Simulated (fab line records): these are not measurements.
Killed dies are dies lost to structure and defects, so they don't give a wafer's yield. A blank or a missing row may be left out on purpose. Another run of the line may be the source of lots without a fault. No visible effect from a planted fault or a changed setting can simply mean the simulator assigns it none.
fab line records	flow gf180mcu
[record] lots = 24	wafers = 72	last_day = 34
route steps=602 shown M3@410 V4@479 MIM@503 V5@556
lots untouched by any fault: they come from a run of this same line in which no faults occurred
start_h: hours from the record's first day to the start of the lot's first wafer shown	wait_h: hours since the lot's step before	" repeats the value in the row above	L1.1+2: one row covering several wafers at once	- no value, or no start given	* or withheld: withheld	< > ~ a bound
route shown NAME@n: names a module that has steps shown in the file, with the first one's number in the route	usual: mean/standard deviation of fault-free wafers	same: alike in all rows	chamber/n: place in a boat	sites: readings site by site	_std_site: their standard deviation	_edge_site: outer sites' mean less inner sites'	radius_mm: for every site, how far away it sits from the centre of the wafer	mask NAME#n: copy n	behind: the most recent tool/chamber to have shaped the wafer	hold: why the lot went on hold/how many hours it stayed there/how the hold came to an end	device: whichever transistor did not switch (one of n, p or np)	end of line: at the end of the route, the tests of the same wafers	a step with no rows: only its recipe	killed: at the first sort, the dies lost to defects and structure; wafer yield is something else	map: per-die view of a wafer (x killed, . not killed, _ where there is no die)
set.NAME: the setting that was run; set.NAME@STEP: the one run at that earlier step	model.NAME: the simulator's own value behind a step, which no gauge read
route steps across a sampled set of lots; one table per step, one row per wafer
services: from which hour (start_h, from the record's first day; less than 0 if before it) a tool's chamber was out of use, for how many hours, and why
[[steps]]
[step GF_M3_SPUTTER_01]
[recipe] material = TiN	target_thk_nm = 30	power_w = 6500	time_s = 25	chamber_pressure_pa = 0.4
[usual] throttle_valve_pct = 29.9/0.97
lot.wafer	tool	chamber	start_h	wait_h	throttle_valve_pct
L074.1	pvd_sputter-02	-	463.23	0.1	30.4
L074.3	"	-	"	"	30.0
L074.5	"	-	"	"	30.1
L075.2	pvd_sputter-02	-	473.17	0.1	30.1
L075.4	"	-	"	"	30.4
L075.5	"	-	"	"	30.1
L076.3	pvd_sputter-02	-	485.06	0.1	30.0
L076.5	"	-	"	"	29.8
L076.6	"	-	"	"	29.5
L077.1	pvd_sputter-03	-	487.01	0.1	31.2
L077.3	"	-	"	"	28.9
L077.5	"	-	"	"	28.3
L078.2	pvd_sputter-02	-	504.76	0.1	29.8
L078.3	"	-	"	"	30.0
L078.6	"	-	"	"	30.1
L079.3	pvd_sputter-02	-	511.18	0.1	30.5
L079.5	"	-	"	"	30.4
L079.6	"	-	"	"	29.7
L080.2	pvd_sputter-02	-	520.70	0.1	30.1
L080.4	"	-	"	"	30.7
L080.5	"	-	"	"	29.6
L081.1	pvd_sputter-02	-	525.16	0.1	29.8
L081.2	"	-	"	"	30.1
L081.4	"	-	"	"	30.4
L082.2	pvd_sputter-01	-	536.58	0.1	30.6
L082.5	"	-	"	"	27.4
L082.6	"	-	"	"	30.5
L083.3	pvd_sputter-03	-	545.93	0.1	30.9
L083.4	"	-	"	"	30.7
L083.6	"	-	"	"	31.0
L084.2	pvd_sputter-03	-	555.32	0.1	31.3
L084.5	"	-	"	"	28.2
L084.6	"	-	"	"	31.3
L085.2	pvd_sputter-03	-	564.86	0.1	31.3
L085.3	"	-	"	"	28.3
L085.6	"	-	"	"	28.6
L086.1	pvd_sputter-02	-	573.76	0.1	30.0
L086.2	"	-	"	"	30.5
L086.5	"	-	"	"	30.7
L087.1	pvd_sputter-03	-	579.80	0.1	28.9
L087.4	"	-	"	"	30.8
L087.5	"	-	"	"	30.6
L088.1	pvd_sputter-03	-	585.26	0.1	30.6
L088.4	"	-	"	"	31.1
L088.5	"	-	"	"	29.1
L089.1	pvd_sputter-03	-	596.54	0.1	31.3
L089.2	"	-	"	"	31.0
L089.5	"	-	"	"	28.3
L090.2	pvd_sputter-01	-	602.45	0.1	28.5
L090.3	"	-	"	"	27.5
L090.6	"	-	"	"	30.7
L091.2	pvd_sputter-03	-	605.72	0.1	29.0
L091.4	"	-	"	"	28.2
L091.5	"	-	"	"	29.0
L092.1	pvd_sputter-02	-	613.39	0.1	30.7
L092.2	"	-	"	"	30.1
L092.3	"	-	"	"	30.2
L093.1	pvd_sputter-03	-	621.18	0.1	29.2
L093.3	"	-	"	"	31.3
L093.6	"	-	"	"	28.4
L094.2	pvd_sputter-02	-	628.40	0.1	30.2
L094.4	"	-	"	"	30.1
L094.5	"	-	"	"	30.6
L095.2	pvd_sputter-03	-	633.20	0.1	28.6
L095.3	"	-	"	"	30.4
L095.4	"	-	"	"	28.9
L096.2	pvd_sputter-02	-	642.48	0.1	29.8
L096.3	"	-	"	"	29.9
L096.4	"	-	"	"	30.6
L097.4	pvd_sputter-01	-	645.44	0.1	31.2
L097.5	"	-	"	"	31.2
L097.6	"	-	"	"	30.6
[step GF_V4_THK_MEAS_03]
[recipe] reads = SiO2_of_V4_CVD_02
[usual] V4_CVD_02_THK = 847/11
lot.wafer	tool	chamber	start_h	wait_h	V4_CVD_02_THK[nm]
L074.1	film_metro-02	-	538.14	0.0	842
L074.3	"	-	"	"	845
L074.5	"	-	"	"	861
L075.2	film_metro-01	-	547.10	0.0	842
L075.4	"	-	"	"	851
L075.5	"	-	"	"	860
L076.3	film_metro-02	-	557.63	0.1	827
L076.5	"	-	"	"	853
L076.6	"	-	"	"	844
L077.1	film_metro-02	-	560.48	0.0	838
L077.3	"	-	"	"	835
L077.5	"	-	"	"	840
L078.2	film_metro-01	-	577.08	0.0	837
L078.3	"	-	"	"	822
L078.6	"	-	"	"	849
L079.3	film_metro-01	-	583.17	0.1	831
L079.5	"	-	"	"	846
L079.6	"	-	"	"	854
L080.2	film_metro-03	-	591.68	0.0	826
L080.4	"	-	"	"	842
L080.5	"	-	"	"	846
L081.1	film_metro-01	-	595.59	0.0	827
L081.2	"	-	"	"	843
L081.4	"	-	"	"	852
L082.2	film_metro-03	-	605.51	0.0	830
L082.5	"	-	"	"	845
L082.6	"	-	"	"	857
L083.3	film_metro-01	-	614.57	0.1	838
L083.4	"	-	"	"	852
L083.6	"	-	"	"	852
L084.2	film_metro-01	-	623.08	0.0	832
L084.5	"	-	"	"	853
L084.6	"	-	"	"	840
L085.2	film_metro-03	-	631.97	0.0	846
L085.3	"	-	"	"	831
L085.6	"	-	"	"	856
L086.1	film_metro-03	-	640.65	0.0	845
L086.2	"	-	"	"	842
L086.5	"	-	"	"	836
L087.1	film_metro-03	-	645.80	0.0	844
L087.4	"	-	"	"	857
L087.5	"	-	"	"	849
L088.1	film_metro-01	-	650.39	0.0	845
L088.4	"	-	"	"	873
L088.5	"	-	"	"	860
L089.1	film_metro-01	-	660.39	0.0	850
L089.2	"	-	"	"	847
L089.5	"	-	"	"	867
L090.2	film_metro-01	-	666.45	0.0	828
L090.3	"	-	"	"	850
L090.6	"	-	"	"	862
L091.2	film_metro-01	-	670.30	0.0	841
L091.4	"	-	"	"	860
L091.5	"	-	"	"	857
L092.1	film_metro-03	-	676.18	0.0	852
L092.2	"	-	"	"	840
L092.3	"	-	"	"	854
L093.1	film_metro-02	-	682.95	0.0	837
L093.3	"	-	"	"	849
L093.6	"	-	"	"	860
L094.2	film_metro-03	-	690.69	0.0	850
L094.4	"	-	"	"	869
L094.5	"	-	"	"	863
L095.2	film_metro-01	-	695.29	0.0	855
L095.3	"	-	"	"	835
L095.4	"	-	"	"	876
L096.2	film_metro-01	-	703.33	0.1	853
L096.3	"	-	"	"	850
L096.4	"	-	"	"	868
L097.4	film_metro-02	-	706.52	0.0	840
L097.5	"	-	"	"	849
L097.6	"	-	"	"	836
[step GF_MIM_SPUTTER_00]
[recipe] material = Ti	target_thk_nm = 37.5	arriving_ion_energy_ev = 80	substrate_temp_c = 200	chamber_pressure_pa = 2	power_w = 4000	time_s = 150
[usual] throttle_valve_pct = 29.9/1
lot.wafer	tool	chamber	start_h	wait_h	throttle_valve_pct
L074.1	pvd_sputter-03	-	562.51	0.1	31.3
L074.3	"	-	"	"	28.5
L074.5	"	-	"	"	31.1
L075.2	pvd_sputter-02	-	570.33	0.1	30.6
L075.4	"	-	"	"	29.9
L075.5	"	-	"	"	29.8
L076.3	pvd_sputter-01	-	581.51	0.2	30.3
L076.5	"	-	"	"	27.5
L076.6	"	-	"	"	28.9
L077.1	pvd_sputter-02	-	584.00	0.1	30.5
L077.3	"	-	"	"	30.3
L077.5	"	-	"	"	30.3
L078.2	pvd_sputter-03	-	600.20	0.2	28.3
L078.3	"	-	"	"	30.6
L078.6	"	-	"	"	31.1
L079.3	pvd_sputter-02	-	605.64	0.1	30.2
L079.5	"	-	"	"	30.5
L079.6	"	-	"	"	29.6
L080.2	pvd_sputter-02	-	614.36	0.1	30.4
L080.4	"	-	"	"	30.7
L080.5	"	-	"	"	30.5
L081.1	pvd_sputter-01	-	618.25	0.1	30.6
L081.2	"	-	"	"	31.4
L081.4	"	-	"	"	27.7
L082.2	pvd_sputter-01	-	628.00	0.1	30.9
L082.5	"	-	"	"	27.5
L082.6	"	-	"	"	30.5
L083.3	pvd_sputter-03	-	636.78	0.2	28.9
L083.4	"	-	"	"	31.1
L083.6	"	-	"	"	31.2
L084.2	pvd_sputter-02	-	645.04	0.2	30.6
L084.5	"	-	"	"	29.4
L084.6	"	-	"	"	29.9
L085.2	pvd_sputter-03	-	653.26	0.2	30.7
L085.3	"	-	"	"	28.9
L085.6	"	-	"	"	29.1
L086.1	pvd_sputter-02	-	661.50	0.2	30.3
L086.2	"	-	"	"	29.8
L086.5	"	-	"	"	30.1
L087.1	pvd_sputter-03	-	666.98	0.2	29.1
L087.4	"	-	"	"	31.1
L087.5	"	-	"	"	28.8
L088.1	pvd_sputter-01	-	672.24	0.2	28.4
L088.4	"	-	"	"	27.2
L088.5	"	-	"	"	28.8
L089.1	pvd_sputter-02	-	681.74	0.2	30.1
L089.2	"	-	"	"	29.9
L089.5	"	-	"	"	30.0
L090.2	pvd_sputter-02	-	687.86	0.1	30.1
L090.3	"	-	"	"	30.4
L090.6	"	-	"	"	30.3
L091.2	pvd_sputter-02	-	690.77	0.2	29.9
L091.4	"	-	"	"	29.9
L091.5	"	-	"	"	30.2
L092.1	pvd_sputter-01	-	697.75	0.1	31.4
L092.2	"	-	"	"	27.7
L092.3	"	-	"	"	28.9
L093.1	pvd_sputter-02	-	702.81	0.2	30.5
L093.3	"	-	"	"	30.2
L093.6	"	-	"	"	30.3
L094.2	pvd_sputter-01	-	710.90	0.1	28.7
L094.4	"	-	"	"	27.5
L094.5	"	-	"	"	30.7
L095.2	pvd_sputter-02	-	715.28	0.1	30.4
L095.3	"	-	"	"	30.2
L095.4	"	-	"	"	30.5
L096.2	pvd_sputter-03	-	722.76	0.2	28.5
L096.3	"	-	"	"	30.8
L096.4	"	-	"	"	31.3
L097.4	pvd_sputter-03	-	727.06	0.2	30.6
L097.5	"	-	"	"	28.3
L097.6	"	-	"	"	31.0
[step GF_V5_ETCH_16]
[recipe] chemistry = N2/H2	target_depth_a = withheld	overetch_a = withheld	time_s = withheld	target = BARC	ion_energy_ev = 200	source_w = 500	bias_w = 100	pressure_mtorr = 30	n2_flow_sccm = 100	h2_flow_sccm = 200
[usual] drypump_motor_current_A = 5.9/0.37	oes_product_au = 0.855/0.0046	rf_fwd_power_W = 495.0/2.3	throttle_valve_pct = 13.225/0.0091
lot.wafer	tool	chamber	start_h	wait_h	drypump_motor_current_A	oes_product_au	rf_fwd_power_W	throttle_valve_pct
L074.1	rie_diel-03	2	627.18	0.0	6.0	0.867	496.3	13.236
L074.3	"	0	"	"	5.7	0.856	497.0	13.225
L074.5	"	3	"	"	5.4	0.861	496.2	13.240
L075.2	rie_diel-01	3	635.72	0.0	5.7	0.849	494.0	13.235
L075.4	"	1	"	"	5.8	0.857	494.4	13.218
L075.5	"	1	"	"	5.8	0.850	493.5	13.219
L076.3	rie_diel-04	3	645.76	0.0	6.2	0.860	493.8	13.229
L076.5	"	1	"	"	6.5	0.852	491.7	13.221
L076.6	"	2	"	"	5.6	0.864	495.1	13.218
L077.1	rie_diel-01	3	646.93	0.0	5.7	0.861	494.8	13.223
L077.3	"	2	"	"	6.0	0.861	500.2	13.218
L077.5	"	3	"	"	5.7	0.856	497.6	13.224
L078.2	rie_diel-03	1	662.98	0.0	6.5	0.854	494.0	13.223
L078.3	"	3	"	"	5.4	0.850	491.2	13.222
L078.6	"	2	"	"	6.0	0.853	493.5	13.220
L079.3	rie_diel-04	2	667.62	0.0	5.6	0.858	495.7	13.215
L079.5	"	0	"	"	5.3	0.855	494.7	13.234
L079.6	"	1	"	"	6.5	0.856	489.5	13.225
L080.2	rie_diel-01	3	675.07	0.0	5.7	0.858	496.3	13.220
L080.4	"	0	"	"	5.7	0.856	496.6	13.203
L080.5	"	2	"	"	6.0	0.856	496.8	13.222
L081.1	rie_diel-03	3	678.58	0.0	5.4	0.853	495.4	13.217
L081.2	"	0	"	"	5.6	0.857	495.3	13.218
L081.4	"	1	"	"	6.4	0.852	494.1	13.238
L082.2	rie_diel-01	3	688.54	0.0	5.8	0.854	499.8	13.235
L082.5	"	1	"	"	5.9	0.853	492.9	13.229
L082.6	"	2	"	"	6.1	0.852	497.6	13.230
L083.3	rie_diel-04	2	695.72	0.0	5.7	0.855	493.3	13.231
L083.4	"	1	"	"	6.5	0.852	491.1	13.228
L083.6	"	3	"	"	6.3	0.857	495.8	13.224
L084.2	rie_diel-04	0	704.47	0.0	5.3	0.856	498.1	13.216
L084.5	"	0	"	"	5.3	0.851	495.0	13.240
L084.6	"	1	"	"	6.5	0.851	490.6	13.225
L085.2	rie_diel-04	1	712.32	0.0	6.5	0.859	492.1	13.225
L085.3	"	3	"	"	6.3	0.855	491.9	13.212
L085.6	"	0	"	"	5.3	0.858	499.7	13.244
L086.1	rie_diel-03	3	719.08	0.0	5.4	0.850	491.9	13.216
L086.2	"	1	"	"	6.5	0.845	494.8	13.209
L086.5	"	2	"	"	6.1	0.850	494.1	13.233
L087.1	rie_diel-03	2	724.72	0.0	6.0	0.849	493.8	13.219
L087.4	"	0	"	"	5.6	0.864	494.0	13.232
L087.5	"	2	"	"	6.0	0.851	494.4	13.210
L088.1	rie_diel-03	0	729.54	0.0	5.6	0.853	495.2	13.238
L088.4	"	3	"	"	5.4	0.857	495.3	13.228
L088.5	"	3	"	"	5.4	0.853	494.1	13.239
L089.1	rie_diel-03	3	738.27	0.0	5.4	0.858	494.3	13.204
L089.2	"	0	"	"	5.6	0.847	495.3	13.232
L089.5	"	0	"	"	5.6	0.851	493.8	13.223
L090.2	rie_diel-04	2	744.22	0.0	5.6	0.845	499.3	13.233
L090.3	"	1	"	"	6.5	0.848	492.3	13.228
L090.6	"	0	"	"	5.4	0.849	495.5	13.213
L091.2	rie_diel-04	0	747.53	0.0	5.4	0.846	497.6	13.216
L091.4	"	3	"	"	6.3	0.858	494.3	13.226
L091.5	"	0	"	"	5.4	0.848	497.4	13.239
L092.1	rie_diel-03	0	753.82	0.0	5.6	0.854	494.5	13.244
L092.2	"	2	"	"	6.0	0.852	493.5	13.236
L092.3	"	1	"	"	6.4	0.858	496.6	13.216
L093.1	rie_diel-01	0	756.94	0.0	5.7	0.848	496.4	13.223
L093.3	"	1	"	"	5.8	0.852	492.3	13.228
L093.6	"	2	"	"	6.0	0.851	494.4	13.228
L094.2	rie_diel-01	3	764.58	0.0	5.8	0.853	495.9	13.215
L094.4	"	2	"	"	6.1	0.855	496.3	13.220
L094.5	"	2	"	"	6.1	0.848	496.9	13.231
L095.2	rie_diel-03	0	767.38	0.0	5.6	0.855	494.2	13.212
L095.3	"	3	"	"	5.4	0.858	494.4	13.222
L095.4	"	2	"	"	6.0	0.846	495.6	13.232
L096.2	rie_diel-01	3	774.52	0.0	5.7	0.849	498.0	13.225
L096.3	"	1	"	"	5.8	0.856	493.4	13.203
L096.4	"	0	"	"	5.7	0.850	497.5	13.231
L097.4	rie_diel-04	3	779.12	0.0	6.3	0.852	494.0	13.237
L097.5	"	3	"	"	6.3	0.858	494.8	13.215
L097.6	"	0	"	"	5.3	0.857	496.8	13.219
[step GF_V5_CVD_23]
[recipe] material = W	target_thk_nm = 350	time_s = 104.9	temp_c = 400	pressure_torr = 40
[usual] heater_power_w = 885/100
lot.wafer	tool	chamber	start_h	wait_h	heater_power_w
L074.1	cvd_w-01	1	627.97	0.0	907
L074.3	"	1	"	"	886
L074.5	"	0	"	"	1020
L075.2	cvd_w-02	1	636.52	0.0	767
L075.4	"	0	"	"	817
L075.5	"	1	"	"	760
L076.3	cvd_w-01	0	646.59	0.1	1043
L076.5	"	0	"	"	1028
L076.6	"	1	"	"	864
L077.1	cvd_w-02	0	647.72	0.0	851
L077.3	"	0	"	"	871
L077.5	"	0	"	"	858
L078.2	cvd_w-02	1	663.76	0.0	757
L078.3	"	0	"	"	869
L078.6	"	0	"	"	866
L079.3	cvd_w-01	0	668.46	0.1	1013
L079.5	"	1	"	"	873
L079.6	"	0	"	"	1037
L080.2	cvd_w-01	1	675.87	0.0	868
L080.4	"	0	"	"	1040
L080.5	"	1	"	"	885
L081.1	cvd_w-02	1	679.46	0.0	746
L081.2	"	0	"	"	837
L081.4	"	1	"	"	739
L082.2	cvd_w-01	1	689.67	0.0	878
L082.5	"	1	"	"	906
L082.6	"	0	"	"	1036
L083.3	cvd_w-01	0	696.58	0.1	1047
L083.4	"	0	"	"	1025
L083.6	"	0	"	"	1005
L084.2	cvd_w-02	0	705.26	0.0	824
L084.5	"	0	"	"	848
L084.6	"	1	"	"	750
L085.2	cvd_w-01	0	713.11	0.0	1053
L085.3	"	0	"	"	1050
L085.6	"	0	"	"	1019
L086.1	cvd_w-02	1	719.86	0.0	762
L086.2	"	0	"	"	836
L086.5	"	0	"	"	843
L087.1	cvd_w-02	1	725.51	0.0	754
L087.4	"	0	"	"	848
L087.5	"	1	"	"	774
L088.1	cvd_w-02	1	730.74	0.0	761
L088.4	"	1	"	"	736
L088.5	"	1	"	"	753
L089.1	cvd_w-02	1	739.06	0.0	754
L089.2	"	0	"	"	849
L089.5	"	1	"	"	745
L090.2	cvd_w-01	0	745.01	0.0	1038
L090.3	"	0	"	"	1057
L090.6	"	0	"	"	1016
L091.2	cvd_w-01	0	748.32	0.0	1021
L091.4	"	0	"	"	1022
L091.5	"	0	"	"	1020
L092.1	cvd_w-01	1	754.61	0.0	885
L092.2	"	0	"	"	1034
L092.3	"	0	"	"	1047
L093.1	cvd_w-02	0	757.72	0.0	830
L093.3	"	1	"	"	759
L093.6	"	0	"	"	863
L094.2	cvd_w-02	1	765.41	0.0	772
L094.4	"	1	"	"	768
L094.5	"	0	"	"	856
L095.2	cvd_w-01	0	768.16	0.0	1057
L095.3	"	1	"	"	910
L095.4	"	0	"	"	1047
L096.2	cvd_w-02	0	775.37	0.0	838
L096.3	"	1	"	"	758
L096.4	"	0	"	"	840
L097.4	cvd_w-01	1	780.01	0.1	889
L097.5	"	0	"	"	1039
L097.6	"	1	"	"	911
[step GF_V5_CMP_26]
[recipe] stop_on = SiO2	down_force_psi = 3.5	platen_rpm = 60	t_overpolish_s = 15	target_thk_nm = 0	pad_velocity_m_s = 0.94248
[usual] motor_current_A = 10.4/0.96	overpolish_run_s = 15.000/0.0092	time_to_endpoint_s = 84/3.3
[same] t_overpolish_s = 15
lot.wafer	tool	chamber	start_h	wait_h	motor_current_A	overpolish_run_s	time_to_endpoint_s
L074.1	cmp-01	1	628.60	0.4	8.8	14.993	80
L074.3	"	0	"	"	10.9	15.001	80
L074.5	"	1	"	"	8.6	15.000	82
L075.4	cmp-01	3	636.81	0.0	10.0	14.993	84
L075.2	"	2	"	"	10.4	15.002	80
L075.5	"	3	"	"	10.2	15.010	82
L076.3	cmp-01	1	647.45	0.6	9.6	15.021	81
L076.5	"	0	"	"	11.5	15.003	84
L076.6	"	1	"	"	8.9	14.990	81
L077.3	cmp-01	3	648.35	0.4	10.0	14.996	83
L077.1	"	1	"	"	9.2	15.001	78
L077.5	"	3	"	"	10.4	15.001	87
L078.3	cmp-01	1	664.11	0.1	9.4	14.987	83
L078.2	"	3	"	"	10.3	15.003	85
L078.6	"	1	"	"	8.9	14.992	85
L079.3	cmp-01	2	668.82	0.1	10.7	14.983	86
L079.6	"	0	"	"	11.3	15.005	87
L079.5	"	1	"	"	9.5	14.996	85
L080.4	cmp-01	3	676.21	0.1	10.1	15.008	86
L080.2	"	1	"	"	9.5	14.990	83
L080.5	"	3	"	"	10.8	14.986	85
L081.4	cmp-02	0	679.80	0.1	9.0	14.995	82
L081.1	"	1	"	"	12.2	14.977	85
L081.2	"	2	"	"	10.2	15.004	90
L082.2	cmp-01	1	689.96	0.0	9.1	15.011	82
L082.6	"	1	"	"	8.5	14.991	85
L082.5	"	2	"	"	10.7	14.995	83
L083.3	cmp-01	1	696.91	0.0	8.8	14.995	82
L083.4	"	3	"	"	10.5	14.999	87
L083.6	"	2	"	"	11.1	14.991	86
L084.2	cmp-01	3	705.65	0.1	10.7	14.983	86
L084.6	"	1	"	"	9.1	14.987	82
L084.5	"	2	"	"	11.3	15.015	88
L085.2	cmp-02	3	713.40	0.0	10.3	14.994	85
L085.3	"	0	"	"	9.1	14.999	82
L085.6	"	0	"	"	10.0	14.995	82
L086.1	cmp-01	1	720.16	0.1	9.3	14.989	84
L086.2	"	2	"	"	10.2	15.000	87
L086.5	"	1	"	"	9.1	14.991	83
L087.4	cmp-02	2	725.93	0.1	10.6	14.991	91
L087.1	"	0	"	"	8.8	15.007	82
L087.5	"	1	"	"	12.3	15.002	86
L088.1	cmp-01	1	731.03	0.1	8.9	15.012	80
L088.4	"	2	"	"	10.9	14.987	81
L088.5	"	1	"	"	9.3	14.982	83
L089.2	cmp-02	3	739.35	0.0	10.8	14.996	80
L089.1	"	2	"	"	10.3	15.000	86
L089.5	"	3	"	"	11.0	14.988	81
L090.2	cmp-02	0	745.35	0.1	9.8	15.014	81
L090.3	"	2	"	"	10.4	14.999	88
L090.6	"	0	"	"	9.7	15.005	83
L091.2	cmp-01	3	748.62	0.0	9.8	14.996	84
L091.4	"	1	"	"	9.3	15.007	81
L091.5	"	0	"	"	11.3	15.004	84
L092.2	cmp-02	3	754.90	0.0	10.8	15.013	87
L092.1	"	0	"	"	9.7	14.996	85
L092.3	"	1	"	"	11.9	14.987	89
L093.3	cmp-01	3	758.07	0.1	10.3	14.999	92
L093.1	"	1	"	"	9.6	14.999	84
L093.6	"	3	"	"	10.3	14.995	90
L094.2	cmp-02	1	765.99	0.3	12.5	15.000	91
L094.4	"	2	"	"	10.4	15.006	88
L094.5	"	3	"	"	10.3	15.012	87
L095.2	cmp-02	3	768.46	0.0	10.7	14.990	86
L095.3	"	0	"	"	9.7	15.013	85
L095.4	"	2	"	"	10.5	15.002	88
L096.3	cmp-02	3	775.66	0.0	10.5	14.998	94
L096.2	"	1	"	"	12.0	15.005	91
L096.4	"	2	"	"	10.7	14.994	93
L097.4	cmp-01	2	780.36	0.1	10.9	15.010	82
L097.5	"	0	"	"	11.5	15.005	78
L097.6	"	1	"	"	9.2	14.999	76
[[services]]
tool	chamber	start_h	hours	kind
cmp-01	-	446.25	4.7	repair
pvd_sputter-03	-	458.79	3.7	repair
pvd_sputter-03	-	460.62	4.5	repair
cmp-01	-	467.97	14.4	pm
cmp-01	-	506.79	0.5	repair
cvd_w-01	-	514.31	0.6	repair
cmp-01	-	522.55	2.2	repair
pvd_sputter-02	-	532.31	4.7	repair
cvd_w-01	-	536.11	1.2	repair
pvd_sputter-03	-	541.15	1.8	repair
cvd_w-01	1	549.05	6.4	repair
cmp-01	-	553.33	1.5	repair
cvd_w-02	1	556.51	6.4	repair
pvd_sputter-02	-	626.89	1.2	repair
cvd_w-02	-	641.16	6.1	repair
pvd_sputter-03	-	656.19	1.0	repair
cvd_w-02	0	667.53	4.5	repair
cmp-01	-	692.55	1.7	repair
cvd_w-01	1	694.53	4.2	repair
cvd_w-01	-	730.26	14.6	pm
cmp-01	-	731.34	3.2	pm
pvd_sputter-03	-	735.65	5.4	repair
cmp-01	-	744.00	4.0	pm
cvd_w-01	-	748.63	0.6	repair
[[key]]
fault none
